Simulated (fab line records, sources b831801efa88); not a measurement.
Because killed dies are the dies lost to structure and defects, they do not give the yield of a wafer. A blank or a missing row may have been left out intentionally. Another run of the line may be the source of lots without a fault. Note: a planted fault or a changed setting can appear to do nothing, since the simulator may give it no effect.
fab line records ; flow gf180mcu
record lots=14; wafers=42; lastDay=34
route steps=602 shown V2@403 M3@409
lots that met no fault: from a run of the same line without faults
startH: start of the lot's first displayed wafer, in hours after the record's first day ; waitH: how many hours have passed since the lot's step before this one ; " repeats the value in the row above ; L1.1+2: a row that stands for several wafers ; - value missing, or start not given ; * or withheld: withheld ; < > ~ a bound
route shown NAME@n: names a module that has steps shown in the file, with the first one's number in the route ; usual: the fault-free wafers' mean and standard deviation ; same: alike in all rows ; chamber/n: place in a boat ; sites: readings site by site ; _std_site: standard deviation across them ; _edge_site: mean of outer sites minus mean of inner sites ; radiusMm: how far each site lies from the wafer's centre ; mask NAME#n: copy n ; behind: tool/chamber where the wafer was last shaped ; hold: what put the lot on hold/how long, in hours/how the hold closed ; device: whichever transistor did not switch (one of n, p or np) ; end of line: tests of these same wafers at the route's end ; a step without rows: its recipe alone ; killed: at the first sort, the dies lost to defects and structure; wafer yield is something else ; map: the dies of a wafer, with x for killed, . for not killed, _ for no die there
set.NAME: the setting as run; set.NAME@STEP: as run at that earlier step ; model.NAME: the simulator's own value behind a step, which no gauge read
steps of the route over a sample of lots; a table a step, a row a wafer
services: when a tool's chamber went out of use (startH, in hours from the record's first day, below 0 if earlier), for how many hours, and the reason
## steps
# step GF_V2_SPUTTER_21
# recipe material=Ti; targetThkNm=15; chamberPressurePa=5; powerW=2500; substrateTempC=200; timeS=80.02
# usual cathodeDcPowerW=2500.0/0.41; chamberPressurePa=5.000/0.011; substrateTempC=200.00/0.16; throttleValvePct=29.9/1.3
lot.wafer;tool;chamber;startH;waitH;cathodeDcPowerW;chamberPressurePa;substrateTempC;throttleValvePct
L193.4;pvdSputter-02;-;459.93;0.0;2499.8;5.012;199.99;31.0
L193.5;pvdSputter-02;-;459.93;0.0;2500.0;4.994;200.23;28.2
L193.6;pvdSputter-02;-;459.93;0.0;2499.3;5.002;199.80;30.0
L194.2;pvdSputter-04;-;471.61;0.0;2499.9;5.000;199.80;27.0
L194.4;pvdSputter-04;-;471.61;0.0;2500.5;5.008;200.00;30.2
L194.6;pvdSputter-04;-;471.61;0.0;2500.4;4.998;200.11;29.9
L197.2;pvdSputter-04;-;504.98;0.0;2500.4;5.008;200.16;29.9
L197.3;pvdSputter-04;-;504.98;0.0;2500.5;4.998;199.91;26.9
L197.6;pvdSputter-04;-;504.98;0.0;2500.2;4.982;200.17;27.2
L200.1;pvdSputter-02;-;526.28;0.0;2500.3;5.002;199.96;30.0
L200.4;pvdSputter-02;-;526.28;0.0;2500.4;4.989;200.30;27.9
L200.5;pvdSputter-02;-;526.28;0.0;2500.3;4.982;199.85;31.1
L201.3;pvdSputter-04;-;537.45;0.0;2499.9;5.006;199.79;31.1
L201.5;pvdSputter-04;-;537.45;0.0;2500.1;5.003;199.88;30.2
L201.6;pvdSputter-04;-;537.45;0.0;2499.6;4.986;200.13;27.2
L202.3;pvdSputter-03;-;543.15;0.0;2499.9;5.007;199.90;31.1
L202.4;pvdSputter-03;-;543.15;0.0;2499.6;4.996;199.90;29.8
L202.5;pvdSputter-03;-;543.15;0.0;2499.8;5.014;200.08;30.0
L203.2;pvdSputter-04;-;557.49;0.0;2499.8;4.983;200.00;30.1
L203.3;pvdSputter-04;-;557.49;0.0;2500.3;4.999;200.31;31.0
L203.6;pvdSputter-04;-;557.49;0.0;2500.0;4.999;200.23;30.7
L205.1;pvdSputter-04;-;568.93;0.0;2500.5;4.981;200.09;30.2
L205.2;pvdSputter-04;-;568.93;0.0;2500.0;4.998;199.93;29.9
L205.3;pvdSputter-04;-;568.93;0.0;2499.7;4.997;200.14;27.0
L206.3;pvdSputter-02;-;575.78;0.0;2500.3;4.994;200.09;31.0
L206.5;pvdSputter-02;-;575.78;0.0;2499.1;5.010;200.23;31.0
L206.6;pvdSputter-02;-;575.78;0.0;2500.2;4.991;199.87;31.4
L210.1;pvdSputter-03;-;607.83;0.0;2499.1;4.988;199.86;30.0
L210.4;pvdSputter-03;-;607.83;0.0;2499.8;5.027;199.85;30.1
L210.6;pvdSputter-03;-;607.83;0.0;2500.4;5.041;200.04;30.2
L211.1;pvdSputter-02;-;615.83;0.0;2499.4;4.994;200.06;31.6
L211.2;pvdSputter-02;-;615.83;0.0;2499.2;4.994;199.97;30.9
L211.3;pvdSputter-02;-;615.83;0.0;2499.4;5.001;199.90;28.3
L214.2;pvdSputter-02;-;633.26;0.0;2499.8;5.016;199.83;31.1
L214.5;pvdSputter-02;-;633.26;0.0;2500.0;4.997;200.27;30.1
L214.6;pvdSputter-02;-;633.26;0.0;2500.2;4.988;200.04;31.9
L215.1;pvdSputter-04;-;639.34;0.0;2500.0;4.998;200.19;30.9
L215.4;pvdSputter-04;-;639.34;0.0;2500.3;5.006;199.96;30.0
L215.6;pvdSputter-04;-;639.34;0.0;2500.2;4.997;199.72;30.2
L216.4;pvdSputter-02;-;647.16;0.0;2500.4;4.991;200.07;31.7
L216.5;pvdSputter-02;-;647.16;0.0;2500.0;4.991;199.87;31.4
L216.6;pvdSputter-02;-;647.16;0.0;2500.0;5.008;199.80;28.3
# step GF_V2_THK_MEAS_25
# recipe thkMeasGauge=xrf; reads=W_of_V2_CVD_23
# usual V2_W_THK=348/4.3
lot.wafer;tool;chamber;startH;waitH;V2_W_THK[nm]
L193.4;filmMetro-02;-;460.30;0.1;348
L193.5;filmMetro-02;-;460.30;0.1;353
L193.6;filmMetro-02;-;460.30;0.1;350
L194.2;filmMetro-02;-;471.95;0.1;356
L194.4;filmMetro-02;-;471.95;0.1;357
L194.6;filmMetro-02;-;471.95;0.1;360
L197.2;filmMetro-04;-;505.32;0.1;347
L197.3;filmMetro-04;-;505.32;0.1;346
L197.6;filmMetro-04;-;505.32;0.1;346
L200.1;filmMetro-03;-;526.62;0.1;352
L200.4;filmMetro-03;-;526.62;0.1;344
L200.5;filmMetro-03;-;526.62;0.1;343
L201.3;filmMetro-03;-;537.81;0.1;347
L201.5;filmMetro-03;-;537.81;0.1;350
L201.6;filmMetro-03;-;537.81;0.1;346
L202.3;filmMetro-04;-;543.51;0.1;344
L202.4;filmMetro-04;-;543.51;0.1;349
L202.5;filmMetro-04;-;543.51;0.1;348
L203.2;filmMetro-02;-;557.83;0.1;352
L203.3;filmMetro-02;-;557.83;0.1;357
L203.6;filmMetro-02;-;557.83;0.1;353
L205.1;filmMetro-02;-;569.27;0.1;352
L205.2;filmMetro-02;-;569.27;0.1;349
L205.3;filmMetro-02;-;569.27;0.1;351
L206.3;filmMetro-02;-;576.13;0.1;352
L206.5;filmMetro-02;-;576.13;0.1;353
L206.6;filmMetro-02;-;576.13;0.1;352
L210.1;filmMetro-02;-;608.16;0.1;349
L210.4;filmMetro-02;-;608.16;0.1;346
L210.6;filmMetro-02;-;608.16;0.1;346
L211.1;filmMetro-02;-;616.16;0.1;350
L211.2;filmMetro-02;-;616.16;0.1;350
L211.3;filmMetro-02;-;616.16;0.1;352
L214.2;filmMetro-04;-;633.60;0.1;347
L214.5;filmMetro-04;-;633.60;0.1;347
L214.6;filmMetro-04;-;633.60;0.1;345
L215.1;filmMetro-04;-;639.71;0.1;343
L215.4;filmMetro-04;-;639.71;0.1;341
L215.6;filmMetro-04;-;639.71;0.1;340
L216.4;filmMetro-02;-;647.52;0.1;355
L216.5;filmMetro-02;-;647.52;0.1;353
L216.6;filmMetro-02;-;647.52;0.1;355
# step GF_M3_SPUTTER_00
# recipe material=Ti; targetThkNm=37.5; arrivingIonEnergyEv=80; substrateTempC=200; chamberPressurePa=2; powerW=4000; timeS=150
# usual cathodeDcPowerW=4000.1/0.72; chamberPressurePa=2.000/0.0041; substrateTempC=199.99/0.14; throttleValvePct=30.3/1
lot.wafer;tool;chamber;startH;waitH;cathodeDcPowerW;chamberPressurePa;substrateTempC;throttleValvePct
L193.4;pvdSputter-01;-;460.63;0.2;3999.7;2.014;200.04;31.0
L193.5;pvdSputter-01;-;460.63;0.2;4000.0;1.998;199.91;28.9
L193.6;pvdSputter-01;-;460.63;0.2;4001.6;2.006;199.82;31.2
L194.2;pvdSputter-01;-;472.30;0.2;4000.2;2.003;200.18;30.7
L194.4;pvdSputter-01;-;472.30;0.2;4000.8;2.004;200.12;28.7
L194.6;pvdSputter-01;-;472.30;0.2;3999.5;1.999;200.09;30.7
L197.2;pvdSputter-03;-;505.67;0.1;4000.1;1.994;200.01;30.1
L197.3;pvdSputter-03;-;505.67;0.1;3999.0;1.994;200.10;30.2
L197.6;pvdSputter-03;-;505.67;0.1;3999.5;2.005;200.18;30.1
L200.1;pvdSputter-02;-;526.98;0.1;4000.8;1.996;200.08;28.3
L200.4;pvdSputter-02;-;526.98;0.1;4000.6;1.999;200.04;29.9
L200.5;pvdSputter-02;-;526.98;0.1;3999.9;2.002;200.28;30.1
L201.3;pvdSputter-03;-;538.15;0.2;3999.5;2.002;199.96;30.3
L201.5;pvdSputter-03;-;538.15;0.2;3999.8;1.995;199.93;31.2
L201.6;pvdSputter-03;-;538.15;0.2;3999.7;1.999;199.97;30.3
L202.3;pvdSputter-01;-;543.85;0.2;3999.7;1.994;199.93;31.0
L202.4;pvdSputter-01;-;543.85;0.2;4000.0;1.998;199.79;31.0
L202.5;pvdSputter-01;-;543.85;0.2;4000.5;2.001;200.06;31.0
L203.2;pvdSputter-02;-;558.18;0.1;4000.5;2.000;200.33;30.0
L203.3;pvdSputter-02;-;558.18;0.1;3999.3;2.002;200.18;31.6
L203.6;pvdSputter-02;-;558.18;0.1;3999.4;2.006;199.87;30.7
L205.1;pvdSputter-01;-;569.63;0.1;4001.3;2.002;199.89;30.8
L205.2;pvdSputter-01;-;569.63;0.1;4001.1;1.995;200.20;28.8
L205.3;pvdSputter-01;-;569.63;0.1;3999.3;2.001;200.01;30.4
L206.3;pvdSputter-01;-;576.47;0.2;3999.6;2.002;199.88;30.4
L206.5;pvdSputter-01;-;576.47;0.2;3999.1;1.994;199.95;30.9
L206.6;pvdSputter-01;-;576.47;0.2;4001.1;2.007;199.82;28.7
L210.1;pvdSputter-01;-;608.52;0.1;3999.9;1.999;199.81;28.9
L210.4;pvdSputter-01;-;608.52;0.1;3999.8;1.998;200.00;28.8
L210.6;pvdSputter-01;-;608.52;0.1;4000.7;2.001;200.14;30.5
L211.1;pvdSputter-03;-;616.52;0.1;4000.0;2.001;199.91;30.1
L211.2;pvdSputter-03;-;616.52;0.1;4000.7;1.997;199.89;30.1
L211.3;pvdSputter-03;-;616.52;0.1;4001.3;2.003;200.06;31.0
L214.2;pvdSputter-03;-;633.95;0.2;4000.7;2.000;200.02;30.2
L214.5;pvdSputter-03;-;633.95;0.2;4000.0;1.994;199.70;30.2
L214.6;pvdSputter-03;-;633.95;0.2;3999.6;2.003;200.00;31.0
L215.1;pvdSputter-02;-;640.07;0.1;3999.9;1.995;200.08;31.8
L215.4;pvdSputter-02;-;640.07;0.1;3999.8;2.003;200.06;29.8
L215.6;pvdSputter-02;-;640.07;0.1;4000.1;1.996;199.90;30.7
L216.4;pvdSputter-02;-;647.85;0.1;4000.1;1.996;200.02;28.3
L216.5;pvdSputter-02;-;647.85;0.1;3999.6;2.008;200.03;31.5
L216.6;pvdSputter-02;-;647.85;0.1;3999.0;2.003;200.30;31.3
# step GF_M3_SPUTTER_04
# recipe material=TiN; targetThkNm=50; powerW=6500; timeS=41.7; chamberPressurePa=0.4
# usual cathodeDcPowerW=6499.9/1.2; chamberPressurePa=0.4000/0.00091; throttleValvePct=30.3/1
lot.wafer;tool;chamber;startH;waitH;cathodeDcPowerW;chamberPressurePa;throttleValvePct
L193.4;pvdSputter-01;-;460.81;0.0;6498.5;0.3985;31.0
L193.5;pvdSputter-01;-;460.81;0.0;6499.0;0.4010;28.7
L193.6;pvdSputter-01;-;460.81;0.0;6500.0;0.3991;31.2
L194.2;pvdSputter-01;-;472.49;0.0;6501.2;0.3988;31.1
L194.4;pvdSputter-01;-;472.49;0.0;6499.7;0.4005;29.0
L194.6;pvdSputter-01;-;472.49;0.0;6499.5;0.4002;30.9
L197.2;pvdSputter-03;-;505.86;0.0;6500.5;0.3993;30.0
L197.3;pvdSputter-03;-;505.86;0.0;6498.3;0.4008;29.9
L197.6;pvdSputter-03;-;505.86;0.0;6501.2;0.4003;30.2
L200.1;pvdSputter-02;-;527.16;0.0;6502.3;0.4004;28.1
L200.4;pvdSputter-02;-;527.16;0.0;6497.0;0.3989;29.7
L200.5;pvdSputter-02;-;527.16;0.0;6501.1;0.4001;30.1
L201.3;pvdSputter-03;-;538.33;0.0;6500.7;0.3992;30.1
L201.5;pvdSputter-03;-;538.33;0.0;6498.3;0.4012;30.9
L201.6;pvdSputter-03;-;538.33;0.0;6498.9;0.4010;30.1
L202.3;pvdSputter-01;-;544.03;0.0;6498.8;0.3993;30.9
L202.4;pvdSputter-01;-;544.03;0.0;6500.6;0.3987;30.7
L202.5;pvdSputter-01;-;544.03;0.0;6498.8;0.3996;30.9
L203.2;pvdSputter-02;-;558.36;0.0;6501.3;0.3987;29.8
L203.3;pvdSputter-02;-;558.36;0.0;6500.1;0.3998;31.6
L203.6;pvdSputter-02;-;558.36;0.0;6500.0;0.4011;31.1
L205.1;pvdSputter-01;-;569.81;0.0;6500.4;0.4004;30.9
L205.2;pvdSputter-01;-;569.81;0.0;6501.1;0.3989;28.9
L205.3;pvdSputter-01;-;569.81;0.0;6498.8;0.4000;30.1
L206.3;pvdSputter-01;-;576.65;0.0;6499.2;0.3941;30.3
L206.5;pvdSputter-01;-;576.65;0.0;6499.5;0.3997;30.9
L206.6;pvdSputter-01;-;576.65;0.0;6500.4;0.4002;28.9
L210.1;pvdSputter-01;-;608.70;0.0;-;-;-
L210.4;pvdSputter-01;-;608.70;0.0;-;-;-
L210.6;pvdSputter-01;-;608.70;0.0;-;-;-
L211.1;pvdSputter-03;-;616.70;0.0;-;-;-
L211.2;pvdSputter-03;-;616.70;0.0;-;-;-
L211.3;pvdSputter-03;-;616.70;0.0;-;-;-
L214.2;pvdSputter-03;-;634.13;0.0;6498.9;0.3997;30.0
L214.5;pvdSputter-03;-;634.13;0.0;6500.1;0.3983;30.2
L214.6;pvdSputter-03;-;634.13;0.0;6497.1;0.4004;31.2
L215.1;pvdSputter-02;-;640.25;0.0;6499.0;0.3989;31.5
L215.4;pvdSputter-02;-;640.25;0.0;6500.4;0.4000;29.9
L215.6;pvdSputter-02;-;640.25;0.0;6499.0;0.3998;31.0
L216.4;pvdSputter-02;-;648.03;0.0;6500.2;0.4004;28.4
L216.5;pvdSputter-02;-;648.03;0.0;6500.6;0.4003;31.5
L216.6;pvdSputter-02;-;648.03;0.0;6498.9;0.4006;30.9
# step GF_M3_THK_MEAS_06
# recipe thkMeasGauge=xrf; reads=AlCu_of_M3_SPUTTER_02
# usual M3_ALCU_THK=449/4.6
lot.wafer;tool;chamber;startH;waitH;M3_ALCU_THK[nm]
L193.4;filmMetro-01;-;461.00;0.1;445
L193.5;filmMetro-01;-;461.00;0.1;449
L193.6;filmMetro-01;-;461.00;0.1;445
L194.2;filmMetro-02;-;472.66;0.1;444
L194.4;filmMetro-02;-;472.66;0.1;450
L194.6;filmMetro-02;-;472.66;0.1;444
L197.2;filmMetro-01;-;506.03;0.1;446
L197.3;filmMetro-01;-;506.03;0.1;450
L197.6;filmMetro-01;-;506.03;0.1;453
L200.1;filmMetro-02;-;527.32;0.1;451
L200.4;filmMetro-02;-;527.32;0.1;454
L200.5;filmMetro-02;-;527.32;0.1;455
L201.3;filmMetro-01;-;538.51;0.1;439
L201.5;filmMetro-01;-;538.51;0.1;445
L201.6;filmMetro-01;-;538.51;0.1;445
L202.3;filmMetro-02;-;544.21;0.1;444
L202.4;filmMetro-02;-;544.21;0.1;447
L202.5;filmMetro-02;-;544.21;0.1;445
L203.2;filmMetro-02;-;558.53;0.1;452
L203.3;filmMetro-02;-;558.53;0.1;453
L203.6;filmMetro-02;-;558.53;0.1;453
L205.1;filmMetro-03;-;569.97;0.1;456
L205.2;filmMetro-03;-;569.97;0.1;453
L205.3;filmMetro-03;-;569.97;0.1;449
L206.3;filmMetro-02;-;576.83;0.1;457
L206.5;filmMetro-02;-;576.83;0.1;450
L206.6;filmMetro-02;-;576.83;0.1;459
L210.1;filmMetro-03;-;608.86;0.1;511
L210.4;filmMetro-03;-;608.86;0.1;508
L210.6;filmMetro-03;-;608.86;0.1;507
L211.1;filmMetro-03;-;616.86;0.1;504
L211.2;filmMetro-03;-;616.86;0.1;504
L211.3;filmMetro-03;-;616.86;0.1;501
L214.2;filmMetro-03;-;634.30;0.1;455
L214.5;filmMetro-03;-;634.30;0.1;453
L214.6;filmMetro-03;-;634.30;0.1;457
L215.1;filmMetro-02;-;640.41;0.1;442
L215.4;filmMetro-02;-;640.41;0.1;446
L215.6;filmMetro-02;-;640.41;0.1;444
L216.4;filmMetro-03;-;648.22;0.1;453
L216.5;filmMetro-03;-;648.22;0.1;448
L216.6;filmMetro-03;-;648.22;0.1;451
# step GF_M3_METAL_ETCH_16
# recipe chemistry=Cl2/BCl3; maskMaterial=KrF; targetDepthNm=627.5; stopOn=SiO2; pressureMtorr=8; icpW=800; biasW=140; Cl2_flow_sccm=80; bcl3FlowSccm=40; timeS=104.6
# usual biasW=140.0/0.42; drypumpMotorCurrentA=5.8/0.43; oesProductAu=0.971/0.0057; throttleValvePct=28.252/0.01
lot.wafer;tool;chamber;startH;waitH;biasW;drypumpMotorCurrentA;oesProductAu;rfHoursCounterH;throttleValvePct
L193.4;rieMetal-04;1;485.96;0.0;141.1;5.9;0.971;-;28.233
L193.5;rieMetal-04;1;485.96;0.0;140.3;5.9;0.971;-;28.234
L193.6;rieMetal-04;0;485.96;0.0;139.6;6.6;0.973;-;28.253
L194.2;rieMetal-01;0;497.04;0.0;139.9;6.0;0.976;10;28.243
L194.4;rieMetal-01;0;497.04;0.0;139.9;6.0;0.969;-;28.249
L194.6;rieMetal-01;0;497.04;0.0;140.5;6.0;0.970;-;28.245
L197.2;rieMetal-02;1;529.48;0.0;140.1;5.7;0.972;2;28.257
L197.3;rieMetal-02;0;529.48;0.0;139.6;5.5;0.970;-;28.261
L197.6;rieMetal-02;0;529.48;0.0;139.4;5.5;0.974;-;28.253
L200.1;rieMetal-01;1;550.02;0.0;140.0;5.3;0.970;7;28.257
L200.4;rieMetal-01;1;550.02;0.0;140.4;5.2;0.975;-;28.250
L200.5;rieMetal-01;1;550.02;0.0;140.5;5.2;0.974;-;28.251
L201.3;rieMetal-04;1;561.22;0.1;140.1;5.9;0.964;-;28.253
L201.5;rieMetal-04;0;561.22;0.1;140.6;6.7;0.967;-;28.251
L201.6;rieMetal-04;1;561.22;0.1;139.7;5.9;0.971;-;28.241
L202.3;rieMetal-01;0;567.03;0.1;140.1;6.0;0.970;-;28.255
L202.4;rieMetal-01;1;567.03;0.1;139.8;5.2;0.974;-;28.247
L202.5;rieMetal-01;1;567.03;0.1;139.7;5.3;0.966;-;28.258
L203.2;rieMetal-04;0;581.27;0.0;140.5;6.6;0.979;12;28.242
L203.3;rieMetal-04;0;581.27;0.0;140.3;6.6;0.974;-;28.251
L203.6;rieMetal-04;0;581.27;0.0;140.5;6.7;0.982;-;28.257
L205.1;rieMetal-04;1;592.08;0.0;140.2;5.9;0.982;1;28.244
L205.2;rieMetal-04;1;592.08;0.0;139.8;5.9;0.967;-;28.244
L205.3;rieMetal-04;1;592.08;0.0;140.4;5.9;0.982;-;28.257
L206.3;rieMetal-02;0;598.26;0.1;139.6;5.5;0.981;-;28.249
L206.5;rieMetal-02;0;598.26;0.1;140.0;5.5;0.975;-;28.249
L206.6;rieMetal-02;1;598.26;0.1;139.6;5.7;0.980;-;28.244
L210.1;rieMetal-01;1;629.39;0.0;139.5;5.2;0.995;10;28.216
L210.4;rieMetal-01;0;629.39;0.0;139.8;6.0;0.994;-;28.257
L210.6;rieMetal-01;0;629.39;0.0;139.9;6.0;0.990;-;28.214
L211.1;rieMetal-04;0;636.73;0.0;140.2;6.6;0.998;1;28.248
L211.2;rieMetal-04;1;636.73;0.0;139.7;5.9;0.986;3;28.234
L211.3;rieMetal-04;1;636.73;0.0;140.8;5.9;0.993;-;28.227
L214.2;rieMetal-01;1;654.17;0.0;140.2;5.2;0.978;11;28.254
L214.5;rieMetal-01;0;654.17;0.0;139.7;6.0;0.969;-;28.262
L214.6;rieMetal-01;1;654.17;0.0;139.8;5.3;0.962;-;28.248
L215.1;rieMetal-01;0;660.47;0.0;139.7;6.0;0.968;3;28.250
L215.4;rieMetal-01;1;660.47;0.0;140.0;5.3;0.963;-;28.256
L215.6;rieMetal-01;0;660.47;0.0;139.5;6.0;0.963;-;28.261
L216.4;rieMetal-02;1;667.03;0.0;140.4;5.7;0.979;-;28.276
L216.5;rieMetal-02;1;667.03;0.0;140.4;5.7;0.966;-;28.247
L216.6;rieMetal-02;0;667.03;0.0;140.4;5.5;0.973;-;28.258
## services
tool;chamber;startH;hours;kind
pvdSputter-02;2;439.06;-;consumableReplace:kit
pvdSputter-02;2;439.06;18.0;scheduledDown
pvdSputter-02;2;439.06;18.0;ventCycle
pvdSputter-04;-;473.86;1.9;repair
pvdSputter-04;2;479.61;-;consumableReplace:kit
pvdSputter-04;2;479.61;18.0;scheduledDown
pvdSputter-04;2;479.61;18.0;ventCycle
pvdSputter-01;-;490.23;2.8;repair
pvdSputter-01;-;537.96;0.8;repair
rieMetal-01;0;540.97;-;clean
rieMetal-01;0;540.97;21.9;scheduledDown
rieMetal-04;-;564.42;0.4;repair
pvdSputter-02;-;581.17;1.5;repair
pvdSputter-03;1;603.82;-;consumableReplace:kit
pvdSputter-03;1;603.82;18.0;scheduledDown
pvdSputter-03;1;603.82;18.0;ventCycle
pvdSputter-01;2;604.84;-;consumableReplace:kit
pvdSputter-01;2;604.84;18.0;scheduledDown
pvdSputter-01;2;604.84;18.0;ventCycle
pvdSputter-01;-;625.85;65.9;repair
rieMetal-04;1;628.14;7.9;repair
pvdSputter-03;-;638.32;5.5;repair
rieMetal-04;0;646.68;12.6;repair
pvdSputter-01;-;663.16;5.6;repair
## key
firstSign step=GF_M3_SPUTTER_04; reading=toolRecord; direction=missing
effect step=GF_M3_THK_MEAS_06; reading=M3_ALCU_THK; direction=up; sigmas=12; usual=449; struck=506
effect step=GF_M3_METAL_ETCH_16; reading=oesProductAu; direction=up; sigmas=3.8; usual=0.971; struck=0.993
metAt GF_M3_SPUTTER_04
struckLots L210,L211
laterRowsLeftOut L210.1,L210.4,L210.6,L211.1,L211.2,L211.3
sortLeftOut L210.1,L210.4,L210.6,L211.1,L211.2,L211.3
notActingAt GF_V2_SPUTTER_21,GF_V2_THK_MEAS_25,GF_M3_SPUTTER_00
onsetBetween 576.65 608.70
fault kind=skippedStepWhole; tool=pvdSputter-01,pvdSputter-03; chamber=-; onsetH=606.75; steps=GF_M3_SPUTTER_04; scope=struckLotsOnly
# sortLeftOut: the simulated sort isn't trusted on such a fault, so these wafers' sort isn't shown, and their yield isn't known
# laterRowsLeftOut: the simulator's readings of these wafers behind a module that went badly wrong aren't trusted and aren't shown, but for the sort
